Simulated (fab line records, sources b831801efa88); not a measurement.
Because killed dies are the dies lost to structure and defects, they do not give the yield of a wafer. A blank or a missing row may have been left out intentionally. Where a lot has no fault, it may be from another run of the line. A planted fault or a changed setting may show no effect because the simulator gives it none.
The tool behind it: which one?	flow gf180mcu	Sampling: 13 lots, 39 wafers, 6 of 602 route steps

== WHAT EACH GAUGE READ, for each wafer ==
GF_MVSD_OVL_MEAS_07. Usual: MVSD_OVL typically reads -0.4 nm, with standard deviation 1.5.
lot	measured	on	MVSD_OVL (nm)	flag
L852	day 4 15:02	overlay-01	1.3 1.2 -0.1	
L853	day 4 20:56	overlay-01	-1.0 -1.5 -1.5	
L854	day 5 05:32	overlay-02	-1.0 -2.0 -1.8	
L856	day 5 16:25	overlay-02	1.7 2.2 2.2	
L857	day 5 23:11	overlay-01	-1.1 -3.1 0.0	
L858	day 6 07:20	overlay-02	-1.4 -2.3 -1.4	
L860	day 6 14:02	overlay-01	2.4 1.1 0.2	
L861	day 7 04:17	overlay-01	2.5 1.6 2.1	
L863	day 7 12:21	overlay-01	-0.2 -2.2 -1.2	
L864	day 7 17:40	overlay-01	- - -	OFF
L865	day 8 00:19	overlay-02	1.6 2.0 1.0	
L866	day 8 08:05	overlay-02	0.3 1.7 -0.7	
L874	day 10 01:53	overlay-02	-1.3 -0.5 0.9	

GF_MVSD_TW_MEAS_11. Usual: MVSD_TW typically reads 1579, with standard deviation 20.
lot	measured	on	MVSD_TW	flag
L852	day 4 15:29	filmMetro-01	1559 1554 1567	
L853	day 4 21:23	filmMetro-04	1570 1580 1562	
L854	day 5 05:59	filmMetro-01	1571 1563 1559	
L856	day 5 16:52	filmMetro-03	1588 1594 1591	
L857	day 5 23:37	filmMetro-04	1553 1552 1553	
L858	day 6 07:46	filmMetro-04	1576 1572 1578	
L860	day 6 14:29	filmMetro-01	1558 1552 1561	
L861	day 7 04:44	filmMetro-04	1562 1570 1557	
L863	day 7 12:47	filmMetro-03	1607 1606 1600	
L864	day 7 18:06	filmMetro-01	30 30 30 30 30 30	OFF
L865	day 8 00:45	filmMetro-01	1569 1566 1564	
L866	day 8 08:32	filmMetro-03	1609 1605 1610	
L874	day 10 02:20	filmMetro-01	1568 1557 1563	

GF_NSD_TW_MEAS_12. Usual: NSD_TW typically reads 4273, with standard deviation 48.
lot	measured	on	NSD_TW	flag
L852	day 13 13:31	filmMetro-03	4321 4339 4323	
L853	day 13 21:18	filmMetro-04	4203 4182 4212	
L854	day 14 06:52	filmMetro-02	4275 4277 4281	
L856	day 15 00:35	filmMetro-02	4263 4294 4255	
L857	day 15 09:41	filmMetro-02	4235 4265 4247	
L858	day 15 20:11	filmMetro-04	4200 4206 4202	
L860	day 16 06:38	filmMetro-03	4310 4310 4302	
L861	day 17 04:26	filmMetro-03	4323 4322 4321	
L863	day 17 19:19	filmMetro-04	4210 4219 4203	
L865	day 18 10:20	filmMetro-02	4242 4248 4272	
L866	day 18 23:57	filmMetro-02	4250 4281 4272	
L874	day 21 06:36	filmMetro-03	4332 4308 4316	

GF_PSD_TW_MEAS_11. Usual: PSD_TW typically reads 3208, with standard deviation 31.
lot	measured	on	PSD_TW	flag
L852	day 14 10:46	filmMetro-04	3154 3156 3139	
L853	day 14 17:45	filmMetro-03	3260 3264 3256	
L854	day 15 04:02	filmMetro-03	3234 3234 3241	
L856	day 15 23:01	filmMetro-03	3232 3232 3253	
L857	day 16 07:44	filmMetro-03	3237 3239 3224	
L858	day 16 18:23	filmMetro-02	3218 3220 3184	
L860	day 17 04:47	filmMetro-02	3187 3200 3184	
L861	day 18 04:20	filmMetro-02	3208 3195 3200	
L863	day 18 18:52	filmMetro-04	3153 3156 3164	
L865	day 19 10:43	filmMetro-02	3194 3205 3206	
L866	day 20 00:12	filmMetro-04	3227 3242 3216	
L874	day 22 06:30	filmMetro-04	3231 3239 3218	

== EACH LOT AND THE TOOL THAT RAN IT (in order: tool; ch and the chambers of the sampled wafers; start) ==
lot	GF_MVSD_EXPOSE_04	GF_POLY_GATE_SOFTBAKE_06
L852	ilineStepper-02 ch 0, day 4 08:48	lithoTrack-01 ch 0, day 13 13:31 or earlier
L853	ilineStepper-01 ch 0, day 4 14:41	lithoTrack-02 ch 0, day 13 21:18 or earlier
L854	ilineStepper-01 ch 0, day 4 23:01	lithoTrack-02 ch 0, day 14 06:52 or earlier
L856	ilineStepper-02 ch 0, day 5 09:08	lithoTrack-02 ch 0, day 15 00:35 or earlier
L857	ilineStepper-01 ch 0, day 5 16:46	lithoTrack-01 ch 0, day 15 09:41 or earlier
L858	ilineStepper-01 ch 0, day 6 00:11	lithoTrack-03 ch 0, day 15 20:11 or earlier
L860	ilineStepper-01 ch 0, day 6 06:59	lithoTrack-01 ch 0, day 16 06:38 or earlier
L861	ilineStepper-02 ch 0, day 6 21:19	lithoTrack-03 ch 0, day 17 04:26 or earlier
L863	ilineStepper-01 ch 0, day 7 04:53	lithoTrack-01 ch 0, day 17 19:19 or earlier
L864	ilineStepper-02 ch 0, day 7 10:22	-
L865	ilineStepper-02 ch 0, day 7 16:32	lithoTrack-02 ch 0, day 18 10:20 or earlier
L866	ilineStepper-01 ch 0, day 8 00:20	lithoTrack-03 ch 0, day 18 23:57 or earlier
L874	ilineStepper-01 ch 0, day 9 17:26	lithoTrack-03 ch 0, day 21 06:36 or earlier
- GF_MVSD_EXPOSE_04: exposes mask MVSD, target cd 1000 nm.
- GF_POLY_GATE_SOFTBAKE_06: time 61.87 s.

== AS READ BY THE TOOLS THEMSELVES (means over the sampled wafers that have a number; for cases with no such wafer, the mark the record gives instead) ==
GF_POLY_GATE_SOFTBAKE_06. Usual: plateSensorTCentreC 131.02 C, standard deviation 0.01; plateSensorTEdgeC 131.21 C, standard deviation 0.0092.
lot	tool	plateSensorTCentreC (C)	plateSensorTEdgeC (C)	flag
L852	lithoTrack-01	131.01	131.21	
L853	lithoTrack-02	131.03	131.21	
L854	lithoTrack-02	131.02	131.20	
L856	lithoTrack-02	131.01	131.22	
L857	lithoTrack-01	131.02	131.21	
L858	lithoTrack-03	131.02	131.20	
L860	lithoTrack-01	131.02	131.21	
L861	lithoTrack-03	131.02	131.20	
L863	lithoTrack-01	131.02	131.22	
L865	lithoTrack-02	131.01	131.22	
L866	lithoTrack-03	131.01	131.21	
L874	lithoTrack-03	131.02	131.21	

== THE ANSWER, worked out from the rows above alone ==
Rule: a lot is off if the mean of its wafers that have a number lies more than 3 standard deviations from the usual mean. Also off: a lot with no number at a reading for which 4 or more lots have one. Where the step has rows for the other lots, those lots are counted as sound. First the gauges in route order, then the tools' own readings, where a lot's mean is used as printed above. At the first step where some lot is off, the reading lying furthest off is the one used; lots without a number count as furthest.
Off: at GF_MVSD_OVL_MEAS_07 (MVSD_OVL), L864. Without a number there: L864.
If a tool, at a process step before that reading, ran all the lots that are off and no sound lot after the first of them, it fits. Not tried: the gauges at GF_MVSD_OVL_MEAS_07; whatever is off there is also off at GF_MVSD_TW_MEAS_11, on other tools, and gauge error can't account for it. Not one of the candidates tried fits.

== WHAT WAS PUT IN BY THE SIMULATOR ==
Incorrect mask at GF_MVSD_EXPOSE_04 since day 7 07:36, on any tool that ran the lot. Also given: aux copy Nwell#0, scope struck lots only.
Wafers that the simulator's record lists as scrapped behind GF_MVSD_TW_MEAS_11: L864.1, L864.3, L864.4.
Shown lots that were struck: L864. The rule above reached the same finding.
